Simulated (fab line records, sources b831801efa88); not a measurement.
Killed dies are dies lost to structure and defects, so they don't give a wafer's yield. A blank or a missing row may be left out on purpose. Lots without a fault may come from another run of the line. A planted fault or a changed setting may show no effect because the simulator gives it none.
Tool commonality check | flow sky130 | 12 lots, 36 wafers sampled

WHY IT WAS OPENED
At SKY_VT_ADJUST_HVTR_TW_MEAS_11 the reading VT_ADJUST_HVTR_TW is flagged on 2 of 12 lots. Wafers without a fault read 210.4, standard deviation 1.2.
Rule: a lot is flagged when every wafer of it that has a number lies more than 4 standard deviations from that mean, or none has a number. The other lots count as sound.

lot  | measured     | on            | VT_ADJUST_HVTR_TW, wafer by wafer | flag
L791 | day 10 08:24 | film_metro-02 | 209.8 211.1 209.8                 |
L794 | day 11 00:08 | film_metro-01 | 211.1 212.5 211.4                 |
L796 | day 11 21:00 | film_metro-01 | 211.5 212.6 211.1                 |
L797 | day 12 05:39 | film_metro-04 | 211.4 210.9 211.5                 |
L798 | day 12 12:29 | film_metro-01 | 207.7 207.5 209.2                 |
L799 | day 12 18:50 | film_metro-02 | 208.6 208.8 208.2                 |
L800 | day 13 05:19 | film_metro-02 | 210.3 210.9 211.3                 |
L806 | day 15 10:42 | film_metro-02 | 223.8 224.0 223.7                 | FLAGGED
L805 | day 15 11:35 | film_metro-01 | 208.3 208.5 209.0                 |
L808 | day 15 22:08 | film_metro-04 | 225.3 225.0 224.8                 | FLAGGED
L809 | day 16 05:02 | film_metro-02 | 210.9 212.6 211.7                 |
L811 | day 16 13:42 | film_metro-01 | 209.2 209.9 209.7                 |
The numbers of the flagged lots are 224.4 on average: +14.0 against the usual, or +12 standard deviations.

WHICH TOOL RAN EACH LOT
The record holds 2 process steps before the reading, out of a route of 708 steps. In each cell: the tool, then ch and the chambers that the sampled wafers went through, then the start.
lot  | flag    | SKY_VT_ADJUST_NCORE_STRIP_10         | SKY_VT_ADJUST_HVTR_IMPLANT_09
L791 |         | plasma_asher-03 ch 0,1, day 9 11:13  | implanter-01 ch 0, day 10 08:10
L794 |         | plasma_asher-04 ch 0,1, day 10 01:59 | implanter-04 ch 0, day 10 23:53
L796 |         | plasma_asher-02 ch 1, day 10 20:47   | implanter-01 ch 0, day 11 20:46
L797 |         | plasma_asher-03 ch 0,1, day 11 04:37 | implanter-03 ch 0, day 12 05:25
L798 |         | plasma_asher-03 ch 0,1, day 11 11:41 | implanter-03 ch 0, day 12 12:14
L799 |         | plasma_asher-04 ch 0,1, day 11 17:38 | implanter-01 ch 0, day 12 18:35
L800 |         | plasma_asher-04 ch 0,1, day 12 04:23 | implanter-04 ch 0, day 13 05:05
L806 | FLAGGED | plasma_asher-04 ch 0,1, day 14 07:43 | implanter-01 ch 0, day 15 10:28
L805 |         | plasma_asher-03 ch 0,1, day 14 08:26 | implanter-04 ch 0, day 15 11:21
L808 | FLAGGED | plasma_asher-02 ch 0,1, day 14 18:46 | implanter-01 ch 0, day 15 21:53
L809 |         | plasma_asher-02 ch 0,1, day 15 01:31 | implanter-04 ch 0, day 16 04:47
L811 |         | plasma_asher-02 ch 0,1, day 15 09:40 | implanter-03 ch 0, day 16 13:28
What these steps do:
- SKY_VT_ADJUST_NCORE_STRIP_10: strips in O2/N2.
- SKY_VT_ADJUST_HVTR_IMPLANT_09
- SKY_VT_ADJUST_HVTR_TW_MEAS_11

FLAGGED OVER TOTAL, TOOL BY TOOL (the gauges that took the reading come last)
step                          | tool            | lots run | flagged | share of the flagged lots | sound lots run after its first flagged lot
SKY_VT_ADJUST_NCORE_STRIP_10  | plasma_asher-02 | 4        | 1       | some                      | 2 (L809,L811)
SKY_VT_ADJUST_NCORE_STRIP_10  | plasma_asher-03 | 4        | 0       | none                      | -
SKY_VT_ADJUST_NCORE_STRIP_10  | plasma_asher-04 | 4        | 1       | some                      | 0
SKY_VT_ADJUST_HVTR_IMPLANT_09 | implanter-01    | 5        | 2       | all                       | 0
SKY_VT_ADJUST_HVTR_IMPLANT_09 | implanter-03    | 3        | 0       | none                      | -
SKY_VT_ADJUST_HVTR_IMPLANT_09 | implanter-04    | 4        | 0       | none                      | -
SKY_VT_ADJUST_HVTR_TW_MEAS_11 | film_metro-01   | 5        | 0       | none                      | -
SKY_VT_ADJUST_HVTR_TW_MEAS_11 | film_metro-02   | 5        | 1       | some                      | 1 (L809)
SKY_VT_ADJUST_HVTR_TW_MEAS_11 | film_metro-04   | 2        | 1       | some                      | 0

WHAT THE TABLE ALLOWS
1 row of the table ran every flagged lot: implanter-01 at SKY_VT_ADJUST_HVTR_IMPLANT_09.
- implanter-01 at SKY_VT_ADJUST_HVTR_IMPLANT_09: 2 of its 5 lots flagged. Its last sound lot is L799 (day 12 18:35), its first flagged lot L806 (day 15 10:28): a fault that began between those two fits. Its own readings lie more than 4 standard deviations out on every wafer of the flagged lots: beam_on_s, end_station_pressure_torr, faraday_current_uA.
One tool is left: implanter-01 at SKY_VT_ADJUST_HVTR_IMPLANT_09.

WHAT THE SIMULATOR HAD PUT IN
Process parameter drift: implanter-01, from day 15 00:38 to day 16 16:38, at SKY_VT_ADJUST_HVTR_IMPLANT_09. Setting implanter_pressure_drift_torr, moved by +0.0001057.
Process parameter drift: implanter-01, from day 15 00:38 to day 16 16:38, at SKY_VT_ADJUST_HVTR_IMPLANT_09. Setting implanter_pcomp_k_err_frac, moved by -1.
Lots struck among those shown: L806, L808. The rule above found the same.
